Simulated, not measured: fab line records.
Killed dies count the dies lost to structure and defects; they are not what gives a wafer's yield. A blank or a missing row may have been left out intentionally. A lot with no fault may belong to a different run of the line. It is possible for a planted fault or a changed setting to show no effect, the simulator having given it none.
Comparing a struck lot with a sound one	flow sky130	30 out of 708 route steps
Sound: wafers L472.2, L472.3, L472.6. Wafers struck: L478.4, L478.5, L478.6. The cause comes at the end.
Order at every step that has rows: each side's tool, ch and its chambers, its first start. Under that, the readings that differ: sound wafers	struck wafers	difference of the means	sigmas: that difference in standard deviations of wafers without a fault.
alike: readings with means less than 2 such deviations apart, plus words and numbers identical on both sides. not compared: withheld readings, readings lacking a value on some wafer, bounds such as >300 that could conceal the same value, and numbers that have no deviation in the record and whose values overlap.
Wherever a step has rows on one side only, a row that says differs or no value, or a row with sigmas, the two part there. Numbers that don't overlap but have no deviation are shown without sigmas and don't part them. A reading missing from all wafers of one side parts the sides only when that side holds two or more wafers.

first, 5 steps without rows for these wafers: SKY_SONOS_ONO_COAT_08 (resist thk 1140 nm); SKY_SONOS_ONO_SOFTBAKE_09 (time 60 s); SKY_SONOS_ONO_EXPOSE_10 (exposes mask ONOM, target cd 410 nm); SKY_SONOS_ONO_PEB_11; SKY_SONOS_ONO_DEVELOP_12 (develop time 60 s).
SKY_SONOS_ONO_CD_MEAS_13: target cd 410 nm.
  struck on cdSem-02, day 18 08:41; sound on cdSem-01, day 16 06:36
  alike: cdNm
SKY_SONOS_ONO_OVL_MEAS_14:
  struck on overlay-02, day 18 08:46; sound on overlay-01, day 16 06:43
  alike: SONOS_ONO_OVL
SKY_SONOS_ONO_ETCH_15: etches the open film in CHF3/O2, target depth 19.52 nm, time 7.8 s.
  sound on rieDiel-02 ch 1,2,3, day 16 06:44; struck on rieDiel-02 ch 0,1,3, day 18 08:48
  alike: drypumpMotorCurrentA, oesProductAu, throttleValvePct
  not compared: rfHoursCounterH
then, 1 step without rows for these wafers: SKY_SONOS_ONO_WET_ETCH_16 (etches SiO2 in dHF, target depth 14 nm, time 280 s).
SKY_SONOS_ONO_STRIP_17: strips in O2/N2.
  sound on plasmaAsher-04 ch 0,1, day 16 06:51; struck on plasmaAsher-01 ch 0,1, day 18 08:56
  alike: drypumpMotorCurrentA, oesProductAu, stripTimeToEndpointS
  not compared: rfHoursCounterH
then, 2 steps without rows for these wafers: SKY_SONOS_ONO_WET_ETCH_18 (etches Si3N4 in H3PO4, target depth 15 nm, time 172 s); SKY_GATE_OXIDE_CLEAN_00 (cleans in SC1/SC2, time 150 s).
SKY_GATE_OXIDE_OXIDATION_01: stabilise 600 s, purge 300 s, target thk 10.268 nm.
  sound on furnace-02 ch 0, day 16 07:59; struck on furnace-02 ch 0, day 18 09:06
reading	sound	struck	difference	sigmas
spikeTcCentreC (C)	900.2 899.1 899.8	892.7 894.1 890.9	-7.1	-7
spikeTcLowerC (C)	899.5 901.3 900.4	893.7 892.9 893.4	-7.1	-6
spikeTcTopC (C)	905.7 906.8 906.8	897.6 897.3 898.2	-8.7	-3
spikeTcUpperC (C)	898.9 897.9 897.9	889.4 889.1 890.2	-8.7	-8
tubeCenterTempC (C)	899.99 900.04 900.02	892.13 892.03 892.04	-7.95	-99 or more
tube_center_temp_C_max	902.1 902.3 901.9	894.3 894.5 894.7	-7.6	-21
model.SiO2_of_GATE_OXIDE_OXIDATION_01.thkNm (nm)	10.2 10.3 10.18	9.473 9.427 9.517	-0.754	
SKY_GATE_OXIDE_THK_MEAS_02:
  struck on filmMetro-01, day 18 10:32; sound on filmMetro-02, day 16 09:25
reading	sound	struck	difference	sigmas
GATE_OXIDE_OXIDATION_00_THK (nm)	10.18 10.30 10.14	9.49 9.44 9.45	-0.75	-4
then, 7 steps without rows for these wafers: SKY_GATE_OXIDE_DEHYDRATE_03 (time 60 s); SKY_GATE_OXIDE_HMDS_04 (prime time 60 s); SKY_GATE_OXIDE_COAT_05 (resist thk 1140 nm); SKY_GATE_OXIDE_SOFTBAKE_06 (time 60 s); SKY_GATE_OXIDE_EXPOSE_07 (exposes mask LVOM, target cd 600 nm); SKY_GATE_OXIDE_PEB_08; SKY_GATE_OXIDE_DEVELOP_09 (develop time 60 s).
SKY_GATE_OXIDE_OVL_MEAS_10:
  struck on overlay-02, day 19 17:30; sound on overlay-01, day 17 13:55
  alike: GATE_OXIDE_OVL
then, 2 steps without rows for these wafers: SKY_GATE_OXIDE_IMPLANT_11; SKY_GATE_OXIDE_WET_ETCH_12 (etches SiO2 in dHF, target depth 16.8 nm, time 336 s).
SKY_GATE_OXIDE_STRIP_13: strips in O2/N2.
  sound on plasmaAsher-03 ch 0,1, day 17 14:13; struck on plasmaAsher-03 ch 0,1, day 19 17:48
  alike: drypumpMotorCurrentA, oesProductAu, stripTimeToEndpointS
  not compared: rfHoursCounterH
SKY_GATE_OXIDE_TW_MEAS_14:
  struck on filmMetro-04, day 19 17:54; sound on filmMetro-04, day 17 14:19
  alike: GATE_OXIDE_TW
then, 1 step without rows for these wafers: SKY_GATE_OXIDE_CLEAN_15 (cleans in SC1/SC2, time 150 s).
SKY_GATE_OXIDE_OXIDATION_16: stabilise 600 s, purge 300 s, target thk 3.57 nm.
  sound on furnace-02 ch 0, day 17 14:47; struck on furnace-01 ch 0, day 19 19:31
reading	sound	struck	difference	sigmas
spikeTcTopC (C)	808.0 807.4 808.6	813.0 813.7 813.4	+5.4	+2
model.SiO2_of_GATE_OXIDE_OXIDATION_01.thkNm (nm)	11.55 11.64 11.52	10.89 10.84 10.93	-0.68	
  alike: spikeTcCentreC, spikeTcLowerC, spikeTcUpperC, tubeCenterTempC, tube_center_temp_C_max
then, 1 step without rows for these wafers: SKY_POLY_GATE_CVD_00 (deposits poly-Si, target thk 180 nm, time 720 s).
-- a jump in the record: the struck wafers' starts before and after are 30 days apart (it breaks off in module POLY_GATE and resumes in module PAD_OPEN, where the first step shown is number 708 of the route) --
SKY_PAD_OPEN_PROBE_99:
  struck on prober-01, day 49 16:40; sound on prober-01, day 48 10:32
reading	sound	struck	difference	sigmas
model.etest.nfet_16v.rOnOhmUm	1.395e+04 1.404e+04 1.407e+04	1.38e+04 1.368e+04 1.374e+04	-2.80e+02	
model.etest.pfetG5v0d10v5.rOnOhmUm	4728 4804 4786	4526 4512 4561	-240	
model.etest.tipSonos.rsOhmSq	2639 2683 2652	2508 2489 2515	-154	
model.etest.nfetG5v0d10v5.rOnOhmUm	1882 1891 1888	1808 1792 1782	-93	
model.etest.nfetG5v0d10v5.driveUaUm	606.8 604.6 608.3	649.4 646.7 648.2	+41.5	
model.etest.nfet_05v0_nvt.driveUaUm	580 574 581.4	614.2 620 612	+36.9	
model.etest.pfetG5v0d10v5.driveUaUm	342.1 339.6 342.7	362.3 364.9 361.1	+21.3	
model.etest.nfet_16v.driveUaUm	222.6 222.4 224	236.4 237.8 234.7	+13.3	
  alike: killed_at_M0_to_M3, killed_at_M4_up, killedAtContacts, killedAtFrontEnd, killedAtOther, killedDies, killedOpen, killedShort

WHERE THEY PART
Earliest at SKY_GATE_OXIDE_OXIDATION_01; latest, in this record, at SKY_GATE_OXIDE_OXIDATION_16. Later steps at which nothing parts them and some readings are alike: SKY_PAD_OPEN_PROBE_99.

WHY: what had been put in by the simulator
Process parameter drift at SKY_GATE_OXIDE_OXIDATION_01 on furnace-02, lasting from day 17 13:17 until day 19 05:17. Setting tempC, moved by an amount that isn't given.
